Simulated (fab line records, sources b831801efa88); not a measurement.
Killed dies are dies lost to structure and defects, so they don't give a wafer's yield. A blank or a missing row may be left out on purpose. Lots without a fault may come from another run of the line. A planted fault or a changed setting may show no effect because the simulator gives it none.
A struck lot beside a sound one | flow gf180mcu | 21 steps out of a route of 602
Sound: wafers L697.1, L697.3, L697.4. Struck: wafers L707.4, L707.5, L707.6. The cause comes at the end.
At each step with rows: each side's tool, then ch and its chambers, then its first start. Under that, the readings that differ: sound wafers | struck wafers | difference of the means | sigmas: that difference in standard deviations of wafers without a fault.
alike: readings whose means differ by less than 2 such deviations, and words and numbers that are the same on both sides. not compared: withheld readings, readings that some wafer has no value for, bounds like >300 that may hide the same value, and numbers for which the record gives no deviation and whose values overlap.
The two part at a step that has a row with sigmas, a row that says differs or no value, or rows on one side only. Numbers that don't overlap but have no deviation are shown without sigmas and don't part them. A reading that every wafer of one side lacks parts them only if that side has two wafers or more.

first, 2 steps without rows for these wafers: GF_M3_CLEAN_19 (cleans in DIW); GF_V3_CVD_00 (deposits SiO2, target thk 600 nm, time 100 s).
GF_V3_THK_MEAS_01:
  sound on film_metro-03, day 22 09:01; struck on film_metro-04, day 25 20:26
  alike: V3_CVD_00_THK
GF_V3_CVD_02: deposits SiO2 from TEOS, target thk 850 nm, time 94.851 s.
  sound on pecvd-01 ch 0,2, day 22 09:05; struck on pecvd-03 ch 0,1,2, day 25 20:30
  alike: heater_power_w
GF_V3_THK_MEAS_03:
  sound on film_metro-02, day 22 09:09; struck on film_metro-02, day 25 20:34
  alike: V3_CVD_02_THK
GF_V3_CMP_04: polishes SiO2.
  sound on cmp-02 ch 1,2,3, day 22 09:13; struck on cmp-02 ch 0,1,2, day 25 20:41
  alike: motor_current_A, time_to_endpoint_s
GF_V3_BOW_MEAS_05:
  sound on film_metro-04, day 22 09:31; struck on film_metro-03, day 25 20:57
  alike: V3_BOW
then, 5 steps without rows for these wafers: GF_V3_DEHYDRATE_06 (time 60 s); GF_V3_HMDS_07 (prime time 60 s); GF_V3_COAT_08; GF_V3_COAT_09 (resist thk 1000 nm); GF_V3_SOFTBAKE_10 (time 60 s).
GF_V3_EXPOSE_11: exposes mask Via3, target cd 260 nm.
  sound on krf_scanner-02 ch 0, day 22 21:38; struck on krf_scanner-02 ch 0, day 26 07:52
  alike: mask
then, 2 steps without rows for these wafers: GF_V3_PEB_12 (peb time 90 s); GF_V3_DEVELOP_13 (develop time 60 s).
GF_V3_CD_MEAS_14: target cd 260 nm.
  sound on cd_sem-01, day 23 08:40; struck on cd_sem-02, day 26 17:55
  reading    | sound             | struck            | difference | sigmas
  cd_nm (nm) | 261.5 261.1 261.1 | 261.6 264.8 264.1 | +2.3       | +2
GF_V3_OVL_MEAS_15:
  sound on overlay-02, day 23 08:47; struck on overlay-02, day 26 18:00
  alike: V3_OVL
GF_V3_ETCH_16: etches BARC in N2/H2.
  sound on rie_diel-01 ch 0,1,2, day 23 08:49; struck on rie_diel-01 ch 0,1, day 26 18:01
  alike: drypump_motor_current_A, oes_product_au, throttle_valve_pct
  not compared: model.V3.cd_nm
GF_V3_ETCH_17: etches SiO2 in C4F8/O2/Ar, stops on TiN, target depth 635 nm.
  sound on rie_diel-01 ch 0,1,2; struck on rie_diel-01 ch 0,1
  alike: oes_product_au
  not compared: model.V3.cd_nm
GF_V3_STRIP_18: strips in O2/N2.
  sound on plasma_asher-02 ch 0,1, day 23 08:57; struck on plasma_asher-02 ch 0,1, day 26 18:11
  alike: drypump_motor_current_A, heater_power_w, oes_product_au
  not compared: rf_hours_counter_h
then, 1 step without rows for these wafers: GF_PASSIVATION_PROBE_99.

WHERE THEY PART
Only at GF_V3_CD_MEAS_14, within this record. Later steps at which nothing parts them and some readings are alike: GF_V3_OVL_MEAS_15, GF_V3_ETCH_16, GF_V3_ETCH_17, GF_V3_STRIP_18.

WHY: what the simulator had put in
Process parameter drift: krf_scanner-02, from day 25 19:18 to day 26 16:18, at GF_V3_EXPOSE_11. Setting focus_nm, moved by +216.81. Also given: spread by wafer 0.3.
